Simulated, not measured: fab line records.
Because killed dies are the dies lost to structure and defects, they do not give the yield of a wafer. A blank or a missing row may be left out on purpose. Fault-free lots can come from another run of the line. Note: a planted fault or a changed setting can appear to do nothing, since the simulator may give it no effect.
fab line records + flow sfq_line
[record]
- lots = 6
- wafers = 18
- last_day = 91
route steps=325 shown I6@273 M7@281
lots that met no fault: taken from a fault-free run of the same line
start_h: the number of hours between the record's first day and the start of the first shown wafer of the lot + wait_h: hours from the lot's prior step to this one + " as in the row above + L1.1+2: a single row standing in for several wafers + - no value, or no start was given + * or withheld: withheld + < > ~ a bound
route shown NAME@n: names a module that has steps shown in the file, with the first one's number in the route + usual: average and standard deviation across the fault-free wafers + same: alike in all rows + chamber/n: place in a boat + sites: the reading at each site + _std_site: their standard deviation + _edge_site: mean of outer sites minus mean of inner sites + radius_mm: for every site, how far away it sits from the centre of the wafer + mask NAME#n: copy n + behind: tool/chamber where the wafer was last shaped + hold: what put the lot on hold/how long, in hours/how the hold closed + device: transistor that didn't switch, given as n, p or np + end of line: tests run on the same wafers once the route is complete + a step without rows: its recipe alone + killed: dies that structure and defects cost at the first sort, which is not the same as the wafer's yield + map: the dies of a wafer, with x for killed, . for not killed, _ for no die there
set.NAME: the setting the step ran with; set.NAME@STEP: the setting that earlier step ran with + model.NAME: the simulator's own value behind a step, which no gauge read
a table for each step, a row for each wafer; lots at some steps of the route
services: from which hour (start_h, from the record's first day; less than 0 if before it) a tool's chamber was out of use, for how many hours, and why
[[steps]]
[step SFQ_TRILAYER_I6_VIA_LITHO_EXPOSE_170]
[recipe]
- mask_id = I6
- na = 0.6
- source_shape = conventional
- sigma_outer = 0.65
- target_cd_nm = 700
- dose_mj = 21.3
[step SFQ_TRILAYER_I6_VIA_LITHO_PEB_172]
[recipe]
- peb_temp_c = 115
- peb_time_s = 60
- resist = KrF
[step SFQ_TRILAYER_I6_VIA_LITHO_DEVELOP_171]
[recipe]
- time_s = 60
- resist = KrF
[step SFQ_I6_OVL_MEAS_942]
[usual]
- I6_OVL = -5/4.8
| lot.wafer | tool       | chamber | start_h | wait_h | I6_OVL[nm] |
|-----------|------------|---------|---------|--------|------------|
| L422.3    | overlay-01 | -       | 1889.75 | 0.1    | -6         |
| L422.5    | "          | -       | "       | "      | -3         |
| L422.6    | "          | -       | "       | "      | -2         |
| L424.4    | overlay-02 | -       | 1904.88 | 0.1    | -1         |
| L424.5    | "          | -       | "       | "      | 0          |
| L424.6    | "          | -       | "       | "      | 8          |
| L428.1    | overlay-01 | -       | 1937.26 | 0.1    | -8         |
| L428.2    | "          | -       | "       | "      | -14        |
| L428.3    | "          | -       | "       | "      | -6         |
| L430.1    | overlay-01 | -       | 1939.66 | 0.1    | 2          |
| L430.2    | "          | -       | "       | "      | -13        |
| L430.4    | "          | -       | "       | "      | -6         |
| L436.1    | overlay-01 | -       | 1988.86 | 0.1    | -4         |
| L436.3    | "          | -       | "       | "      | -5         |
| L436.5    | "          | -       | "       | "      | -6         |
| L439.2    | overlay-01 | -       | 1992.47 | 0.1    | -4         |
| L439.3    | "          | -       | "       | "      | -7         |
| L439.5    | "          | -       | "       | "      | -4         |
[step SFQ_TRILAYER_I6_VIA_BARC_OPEN_VIA_ETCH_235]
[recipe]
- mask_material = PR
- chemistry = O2
- target_depth_nm = 125
- target = BARC
- source_w = 500
- bias_w = 80
- pressure_mtorr = 30
- time_s = 41.7
[usual]
- drypump_motor_current_A = 5.7/0.39
- oes_product_au = 0.685/0.0046
| lot.wafer | tool        | chamber | start_h | wait_h | drypump_motor_current_A | oes_product_au | rf_hours_counter_h |
|-----------|-------------|---------|---------|--------|-------------------------|----------------|--------------------|
| L422.3    | rie_diel-03 | 0       | 1889.77 | 0.0    | 5.5                     | 0.691          | 2                  |
| L422.5    | "           | 1       | "       | "      | 5.6                     | 0.695          | -                  |
| L422.6    | "           | 0       | "       | "      | 5.5                     | 0.691          | -                  |
| L424.4    | rie_diel-01 | 0       | 1904.90 | 0.0    | 6.3                     | 0.685          | 7                  |
| L424.5    | "           | 0       | "       | "      | 6.3                     | 0.689          | -                  |
| L424.6    | "           | 1       | "       | "      | 5.4                     | 0.675          | -                  |
| L428.1    | rie_diel-01 | 0       | 1937.30 | 0.0    | 6.3                     | 0.697          | 8                  |
| L428.2    | "           | 3       | "       | "      | 5.4                     | 0.683          | 11                 |
| L428.3    | "           | 1       | "       | "      | 5.4                     | 0.684          | 17                 |
| L430.1    | rie_diel-02 | 2       | 1939.70 | 0.0    | 5.9                     | 0.692          | 7                  |
| L430.2    | "           | 0       | "       | "      | 5.9                     | 0.682          | 6                  |
| L430.4    | "           | 2       | "       | "      | 5.9                     | 0.684          | -                  |
| L436.1    | rie_diel-03 | 2       | 1988.90 | 0.0    | 4.7                     | 0.682          | 7                  |
| L436.3    | "           | 1       | "       | "      | 5.6                     | 0.692          | 16                 |
| L436.5    | "           | 0       | "       | "      | 5.6                     | 0.686          | -                  |
| L439.2    | rie_diel-03 | 1       | 1992.50 | 0.0    | 5.6                     | 0.685          | 16                 |
| L439.3    | "           | 0       | "       | "      | 5.6                     | 0.678          | 4                  |
| L439.5    | "           | 0       | "       | "      | 5.6                     | 0.689          | -                  |
[step SFQ_TRILAYER_I6_VIA_ETCH_VIA_ETCH_172]
[recipe]
- target = SiO2
- stop_on = Nb
- mask_material = PR
- taper_deg = 20
- chemistry = CHF3
- target_depth_nm = 260
- source_w = 500
- bias_w = 80
- pressure_mtorr = 30
- time_s = withheld
[usual]
- drypump_motor_current_A = 5.7/0.4
- oes_product_au = 0.853/0.0057
| lot.wafer | tool        | chamber | start_h | wait_h | drypump_motor_current_A | oes_product_au |
|-----------|-------------|---------|---------|--------|-------------------------|----------------|
| L422.3    | rie_diel-03 | 0       | 1889.81 | 0.0    | 5.6                     | 0.855          |
| L422.5    | "           | 1       | "       | "      | 5.6                     | 0.858          |
| L422.6    | "           | 0       | "       | "      | 5.6                     | 0.840          |
| L424.4    | rie_diel-01 | 0       | 1904.94 | 0.0    | 6.3                     | 0.846          |
| L424.5    | "           | 0       | "       | "      | 6.3                     | 0.856          |
| L424.6    | "           | 1       | "       | "      | 5.4                     | 0.850          |
| L428.1    | rie_diel-01 | 0       | 1937.34 | 0.0    | 6.3                     | 0.860          |
| L428.2    | "           | 3       | "       | "      | 5.4                     | 0.853          |
| L428.3    | "           | 1       | "       | "      | 5.4                     | 0.846          |
| L430.1    | rie_diel-02 | 2       | 1939.74 | 0.0    | 5.9                     | 0.854          |
| L430.2    | "           | 0       | "       | "      | 6.0                     | 0.846          |
| L430.4    | "           | 2       | "       | "      | 5.9                     | 0.858          |
| L436.1    | rie_diel-03 | 2       | 1988.94 | 0.0    | 4.6                     | 0.860          |
| L436.3    | "           | 1       | "       | "      | 5.6                     | 0.851          |
| L436.5    | "           | 0       | "       | "      | 5.5                     | 0.853          |
| L439.2    | rie_diel-03 | 1       | 1992.54 | 0.0    | 5.6                     | 0.854          |
| L439.3    | "           | 0       | "       | "      | 5.6                     | 0.849          |
| L439.5    | "           | 0       | "       | "      | 5.6                     | 0.845          |
[step SFQ_TRILAYER_I6_VIA_STRIP_STRIP_173]
[recipe]
- gas = O2
- power_w = 200
- platen_temp_c = 40
- overash_fraction = 0.65
- chemistry = O2
- pressure_mtorr = 50
[usual]
- drypump_motor_current_A = 6.2/0.46
- oes_product_au = 1.004/0.0086
| lot.wafer | tool         | chamber | start_h | wait_h | drypump_motor_current_A | oes_product_au | rf_hours_counter_h |
|-----------|--------------|---------|---------|--------|-------------------------|----------------|--------------------|
| L422.3    | rie_metal-04 | 1       | 1890.13 | -      | 6.6                     | 1.004          | -                  |
| L422.5    | "            | 1       | "       | "      | 6.6                     | 1.002          | -                  |
| L422.6    | "            | 0       | "       | "      | 6.5                     | 1.004          | -                  |
| L424.4    | rie_metal-01 | 1       | 1905.25 | -      | 5.6                     | 0.999          | -                  |
| L424.5    | "            | 0       | "       | "      | 5.4                     | 0.995          | -                  |
| L424.6    | "            | 1       | "       | "      | 5.6                     | 1.006          | -                  |
| L428.1    | rie_metal-03 | 0       | 1937.45 | -      | 6.3                     | 1.011          | 122                |
| L428.2    | "            | 1       | "       | "      | 6.1                     | 1.010          | 114                |
| L428.3    | "            | 0       | "       | "      | 6.3                     | 1.019          | -                  |
| L430.1    | rie_metal-03 | 1       | 1939.85 | -      | 6.1                     | 1.006          | 115                |
| L430.2    | "            | 0       | "       | "      | 6.3                     | 1.020          | 122                |
| L430.4    | "            | 0       | "       | "      | 6.4                     | 1.004          | -                  |
| L436.1    | rie_metal-04 | 0       | 1989.05 | -      | 6.5                     | 1.007          | 77                 |
| L436.3    | "            | 1       | "       | "      | 6.7                     | 1.007          | -                  |
| L436.5    | "            | 1       | "       | "      | 6.7                     | 1.001          | -                  |
| L439.2    | rie_metal-04 | 0       | 1992.65 | -      | 6.4                     | 1.006          | 77                 |
| L439.3    | "            | 0       | "       | "      | 6.5                     | 1.019          | -                  |
| L439.5    | "            | 0       | "       | "      | 6.4                     | 1.008          | -                  |
[step SFQ_TRILAYER_I6_VIA_STRIP_SOLV_CLEAN_174]
[recipe]
- chemistry = NMP
- temp_c = 70
- time_s = 600
[step SFQ_TRILAYER_M7_DEP_PRE_CLEAN_176]
[recipe]
- gas = Ar
- time_s = 22.5
- bias_v = 250
[step SFQ_TRILAYER_M7_DEP_SPUTTER_175]
[recipe]
- material = Nb
- base_pressure_pa = 1.33e-06
- chamber_pressure_pa = 0.1333
- substrate_temp_c = 20
- target_thk_nm = 200
- power_w = 2000
- time_s = 133.3
[usual]
- throttle_valve_pct = 30.1/0.83
| lot.wafer | tool           | chamber | start_h | wait_h | throttle_valve_pct |
|-----------|----------------|---------|---------|--------|--------------------|
| L422.3    | pvd_sputter-06 | -       | 1890.75 | 0.0    | 30.4               |
| L422.5    | "              | -       | "       | "      | 30.2               |
| L422.6    | "              | -       | "       | "      | 30.3               |
| L424.4    | pvd_sputter-05 | -       | 1905.85 | 0.0    | 29.0               |
| L424.5    | "              | -       | "       | "      | 30.0               |
| L424.6    | "              | -       | "       | "      | 29.1               |
| L428.1    | pvd_sputter-06 | -       | 1938.43 | 0.0    | 30.1               |
| L428.2    | "              | -       | "       | "      | 30.3               |
| L428.3    | "              | -       | "       | "      | 29.0               |
| L430.1    | pvd_sputter-05 | -       | 1940.65 | 0.0    | 29.6               |
| L430.2    | "              | -       | "       | "      | 29.5               |
| L430.4    | "              | -       | "       | "      | 30.0               |
| L436.1    | pvd_sputter-06 | -       | 1989.85 | 0.0    | 30.2               |
| L436.3    | "              | -       | "       | "      | 29.0               |
| L436.5    | "              | -       | "       | "      | 29.1               |
| L439.2    | pvd_sputter-04 | -       | 1993.45 | 0.0    | 30.6               |
| L439.3    | "              | -       | "       | "      | 31.8               |
| L439.5    | "              | -       | "       | "      | 29.4               |
[step SFQ_M7_RS_MEAS_943]
[recipe]
- thk_meas_gauge = four-point-probe
- reads = Nb_of_TRILAYER_M7_DEP_SPUTTER_175
[usual]
- M7_NB_RS = 0.885/0.011
| lot.wafer | tool          | chamber | start_h | wait_h | M7_NB_RS[ohm/sq] |
|-----------|---------------|---------|---------|--------|------------------|
| L422.3    | film_metro-03 | -       | 1890.88 | 0.1    | 0.866            |
| L422.5    | "             | -       | "       | "      | 0.871            |
| L422.6    | "             | -       | "       | "      | 0.874            |
| L424.4    | film_metro-04 | -       | 1906.00 | 0.1    | 0.897            |
| L424.5    | "             | -       | "       | "      | 0.889            |
| L424.6    | "             | -       | "       | "      | 0.901            |
| L428.1    | film_metro-04 | -       | 1938.52 | 0.0    | 0.879            |
| L428.2    | "             | -       | "       | "      | 0.883            |
| L428.3    | "             | -       | "       | "      | 0.878            |
| L430.1    | film_metro-03 | -       | 1940.74 | 0.0    | 0.900            |
| L430.2    | "             | -       | "       | "      | 0.897            |
| L430.4    | "             | -       | "       | "      | 0.892            |
| L436.1    | film_metro-04 | -       | 1989.94 | 0.0    | 0.867            |
| L436.3    | "             | -       | "       | "      | 0.874            |
| L436.5    | "             | -       | "       | "      | 0.869            |
| L439.2    | film_metro-04 | -       | 1993.56 | 0.1    | 0.893            |
| L439.3    | "             | -       | "       | "      | 0.890            |
| L439.5    | "             | -       | "       | "      | 0.894            |
[step SFQ_TRILAYER_M7_LITHO_COAT_182]
[recipe]
- resist = BARC
- spin_rpm = 3000
- resist_thk_nm = 62
[usual]
- exhaust_pa = 45.1/0.82
| lot.wafer | tool           | chamber | start_h | wait_h | exhaust_pa | model.BARC_of_TRILAYER_M7_LITHO_COAT_182.thk_nm |
|-----------|----------------|---------|---------|--------|------------|-------------------------------------------------|
| L422.3    | litho_track-01 | 0       | 1891.12 | 0.1    | 44.2       | 61.86                                           |
| L422.5    | "              | 0       | "       | "      | 44.3       | 61.88                                           |
| L422.6    | "              | 0       | "       | "      | 45.4       | 61.79                                           |
| L424.4    | litho_track-01 | 0       | 1906.27 | 0.2    | 45.1       | 61.92                                           |
| L424.5    | "              | 0       | "       | "      | 46.6       | 62                                              |
| L424.6    | "              | 0       | "       | "      | 45.2       | 61.84                                           |
| L428.1    | litho_track-01 | 0       | 1938.70 | 0.1    | 44.4       | 61.77                                           |
| L428.2    | "              | 0       | "       | "      | 44.0       | 66.06                                           |
| L428.3    | "              | 0       | "       | "      | 44.4       | 66.15                                           |
| L430.1    | litho_track-01 | 0       | 1940.92 | 0.1    | 45.0       | 62.27                                           |
| L430.2    | "              | 0       | "       | "      | 45.4       | 66.4                                            |
| L430.4    | "              | 0       | "       | "      | 45.7       | 62.08                                           |
| L436.1    | litho_track-02 | 0       | 1990.12 | 0.1    | 44.6       | 61.71                                           |
| L436.3    | "              | 0       | "       | "      | 44.7       | 61.7                                            |
| L436.5    | "              | 0       | "       | "      | 44.2       | 61.91                                           |
| L439.2    | litho_track-03 | 0       | 1993.77 | 0.1    | 45.1       | 61.94                                           |
| L439.3    | "              | 0       | "       | "      | 44.9       | 61.8                                            |
| L439.5    | "              | 0       | "       | "      | 45.5       | 61.86                                           |
[step SFQ_TRILAYER_M7_LITHO_COAT_177]
[recipe]
- resist = KrF
- spin_rpm = 3000
- resist_thk_nm = 600
[step SFQ_TRILAYER_M7_LITHO_SOFTBAKE_181]
[recipe]
- temp_c = withheld
- time_s = withheld
- resist = KrF
[step SFQ_TRILAYER_M7_LITHO_EXPOSE_178]
[recipe]
- mask_id = M7
- na = 0.6
- source_shape = conventional
- sigma_outer = 0.65
- target_cd_nm = 500
- dose_mj = 14.4
[step SFQ_TRILAYER_M7_LITHO_PEB_180]
[recipe]
- peb_temp_c = 115
- peb_time_s = 60
- resist = KrF
[step SFQ_TRILAYER_M7_LITHO_DEVELOP_179]
[recipe]
- time_s = 60
- resist = KrF
[step SFQ_M7_OVL_MEAS_945]
[usual]
- M7_OVL = 1/5.3
| lot.wafer | tool       | chamber | start_h | wait_h | M7_OVL[nm] |
|-----------|------------|---------|---------|--------|------------|
| L422.3    | overlay-01 | -       | 1909.17 | 0.1    | 3          |
| L422.5    | "          | -       | "       | "      | 2          |
| L422.6    | "          | -       | "       | "      | 14         |
| L424.4    | overlay-01 | -       | 1913.98 | 0.1    | -2         |
| L424.5    | "          | -       | "       | "      | -4         |
| L424.6    | "          | -       | "       | "      | -1         |
| L428.1    | overlay-02 | -       | 1941.39 | 0.1    | 7          |
| L428.2    | "          | -       | "       | "      | 1          |
| L428.3    | "          | -       | "       | "      | 7          |
| L430.1    | overlay-02 | -       | 1943.79 | 0.1    | -2         |
| L430.2    | "          | -       | "       | "      | -1         |
| L430.4    | "          | -       | "       | "      | 0          |
| L436.1    | overlay-02 | -       | 1994.56 | 0.1    | -6         |
| L436.3    | "          | -       | "       | "      | -6         |
| L436.5    | "          | -       | "       | "      | -5         |
| L439.2    | overlay-02 | -       | 1998.17 | 0.1    | 7          |
| L439.3    | "          | -       | "       | "      | 3          |
| L439.5    | "          | -       | "       | "      | 9          |
[step SFQ_TRILAYER_M7_BARC_OPEN_METAL_ETCH_229]
[recipe]
- mask_material = PR
- chemistry = O2
- target_depth_nm = 125
- target = BARC
- icp_w = 600
- bias_w = 80
- pressure_mtorr = 10
- time_s = 41.7
[usual]
- drypump_motor_current_A = 6.2/0.38
- oes_product_au = 0.685/0.0043
| lot.wafer | tool         | chamber | start_h | wait_h | drypump_motor_current_A | oes_product_au | rf_hours_counter_h | model.etch.depth_nm |
|-----------|--------------|---------|---------|--------|-------------------------|----------------|--------------------|---------------------|
| L422.3    | rie_metal-02 | 0       | 1909.22 | 0.0    | 6.1                     | 0.683          | -                  | 61.86               |
| L422.5    | "            | 0       | "       | "      | 6.1                     | 0.676          | -                  | 61.88               |
| L422.6    | "            | 1       | "       | "      | 5.6                     | 0.685          | -                  | 61.79               |
| L424.4    | rie_metal-02 | 0       | 1914.02 | 0.0    | 6.1                     | 0.685          | -                  | 61.92               |
| L424.5    | "            | 1       | "       | "      | 5.5                     | 0.680          | -                  | 62                  |
| L424.6    | "            | 0       | "       | "      | 6.1                     | 0.683          | -                  | 61.84               |
| L428.1    | rie_metal-02 | 1       | 1941.43 | 0.0    | 5.6                     | 0.690          | 76                 | 61.77               |
| L428.2    | "            | 0       | "       | "      | 6.0                     | 0.708          | 128                | 66.06               |
| L428.3    | "            | 1       | "       | "      | 5.6                     | 0.703          | -                  | 66.15               |
| L430.1    | rie_metal-02 | 0       | 1943.83 | 0.0    | 6.1                     | 0.680          | 128                | 62.27               |
| L430.2    | "            | 1       | "       | "      | 5.6                     | 0.712          | 77                 | 66.4                |
| L430.4    | "            | 0       | "       | "      | 6.1                     | 0.687          | -                  | 62.08               |
| L436.1    | rie_metal-03 | 1       | 1994.60 | 0.0    | 6.1                     | 0.684          | 125                | 61.71               |
| L436.3    | "            | 1       | "       | "      | 6.1                     | 0.687          | -                  | 61.7                |
| L436.5    | "            | 1       | "       | "      | 6.0                     | 0.680          | -                  | 61.91               |
| L439.2    | rie_metal-03 | 1       | 1998.20 | 0.0    | 6.0                     | 0.685          | 127                | 61.94               |
| L439.3    | "            | 1       | "       | "      | 6.0                     | 0.684          | -                  | 61.8                |
| L439.5    | "            | 0       | "       | "      | 6.4                     | 0.676          | -                  | 61.86               |
[step SFQ_TRILAYER_M7_ETCH_METAL_ETCH_180]
[recipe]
- target = Nb
- stop_on = SiO2
- mask_material = PR
- chemistry = Cl2/Ar
- target_depth_nm = 240
- icp_w = 600
- bias_w = 80
- pressure_mtorr = 10
- time_s = 120
[usual]
- drypump_motor_current_A = 6.2/0.38
- oes_product_au = 0.896/0.0073
| lot.wafer | tool         | chamber | start_h | wait_h | drypump_motor_current_A | oes_product_au | rf_hours_counter_h |
|-----------|--------------|---------|---------|--------|-------------------------|----------------|--------------------|
| L422.3    | rie_metal-02 | 0       | 1909.30 | 0.1    | 6.1                     | 0.909          | -                  |
| L422.5    | "            | 0       | "       | "      | 6.0                     | 0.907          | -                  |
| L422.6    | "            | 1       | "       | "      | 5.6                     | 0.894          | -                  |
| L424.4    | rie_metal-02 | 0       | 1914.10 | 0.1    | 6.1                     | 0.894          | -                  |
| L424.5    | "            | 1       | "       | "      | 5.6                     | 0.892          | -                  |
| L424.6    | "            | 0       | "       | "      | 6.1                     | 0.893          | -                  |
| L428.1    | rie_metal-02 | 1       | 1941.49 | 0.0    | 5.6                     | 0.896          | 77                 |
| L428.2    | "            | 0       | "       | "      | 6.1                     | 0.896          | 128                |
| L428.3    | "            | 1       | "       | "      | 5.6                     | 0.895          | -                  |
| L430.1    | rie_metal-02 | 0       | 1943.89 | 0.0    | 6.1                     | 0.884          | 128                |
| L430.2    | "            | 1       | "       | "      | 5.6                     | 0.889          | 77                 |
| L430.4    | "            | 0       | "       | "      | 6.0                     | 0.886          | -                  |
| L436.1    | rie_metal-03 | 1       | 1994.66 | 0.0    | 6.1                     | 0.908          | 126                |
| L436.3    | "            | 1       | "       | "      | 6.1                     | 0.904          | -                  |
| L436.5    | "            | 1       | "       | "      | 6.1                     | 0.902          | -                  |
| L439.2    | rie_metal-03 | 1       | 1998.26 | 0.0    | 6.0                     | 0.900          | 127                |
| L439.3    | "            | 1       | "       | "      | 6.0                     | 0.901          | -                  |
| L439.5    | "            | 0       | "       | "      | 6.4                     | 0.884          | -                  |
[[services]]
| tool           | chamber | start_h | hours | kind                          |
|----------------|---------|---------|-------|-------------------------------|
| rie_diel-01    | -       | 1874.91 | 28.1  | pm                            |
| rie_metal-04   | -       | 1882.24 | 4.3   | pm                            |
| pvd_sputter-05 | -       | 1883.99 | 8.1   | repair                        |
| rie_diel-02    | 1       | 1884.70 | 3.0   | repair                        |
| pvd_sputter-04 | -       | 1887.56 | 6.5   | repair                        |
| rie_diel-03    | 2       | 1889.65 | 6.9   | repair                        |
| rie_metal-04   | -       | 1916.54 | 2.8   | pm                            |
| rie_metal-02   | -       | 1919.31 | 0.6   | repair                        |
| rie_diel-03    | 1       | 1920.55 | 2.6   | repair                        |
| rie_diel-02    | 1       | 1929.05 | 21.4  | repair                        |
| pvd_sputter-05 | -       | 1937.86 | 2.5   | repair                        |
| rie_diel-03    | 2       | 1944.95 | 3.7   | repair                        |
| pvd_sputter-05 | -       | 1961.09 | 7.1   | repair                        |
| pvd_sputter-04 | -       | 1961.12 | 15.2  | repair                        |
| rie_metal-02   | 0       | 1970.38 | -     | clean                         |
| rie_metal-02   | 0       | 1970.38 | -     | consumable_replace:focus_ring |
| rie_metal-02   | 0       | 1970.38 | 16.5  | scheduled_down                |
| rie_metal-02   | 0       | 1970.38 | 16.5  | vent_cycle                    |
| rie_metal-01   | 1       | 1976.99 | -     | clean                         |
| rie_metal-01   | 1       | 1976.99 | -     | consumable_replace:esc        |
| rie_metal-01   | 1       | 1976.99 | -     | consumable_replace:focus_ring |
| rie_metal-02   | -       | 1977.56 | 2.8   | pm                            |
| rie_metal-02   | -       | 1981.10 | 0.8   | repair                        |
| rie_metal-01   | -       | 1985.82 | 1.4   | pm                            |
[[key]]
[first_sign]
- step = SFQ_TRILAYER_M7_BARC_OPEN_METAL_ETCH_229
- reading = oes_product_au
- direction = up
- sigmas = 5.4
- usual = 0.685
- struck = 0.708
effect none on later readings
[model_effect]
- step = SFQ_TRILAYER_M7_LITHO_COAT_182
- value = BARC_of_TRILAYER_M7_LITHO_COAT_182.thk_nm
- without = 61.94
- struck = 66.2
[model_effect]
- step = SFQ_TRILAYER_M7_BARC_OPEN_METAL_ETCH_229
- value = etch.depth_nm
- without = 61.94
- struck = 66.2
met_at SFQ_TRILAYER_M7_LITHO_COAT_182
struck_wafers L428.2,L428.3,L430.2
onset_between 1906.27 1938.70
[fault]
- kind = process_parameter_drift
- tool = litho_track-01
- chamber = -
- onset_h = 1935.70
- steps = SFQ_TRILAYER_M7_LITHO_COAT_182
- channel = resist_thk_nm
- offset = 4.2648
- shape = step
- end_h = 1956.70
- scope = struck_wafers_only
- acts_in = these_recipes_only
- stated = 62
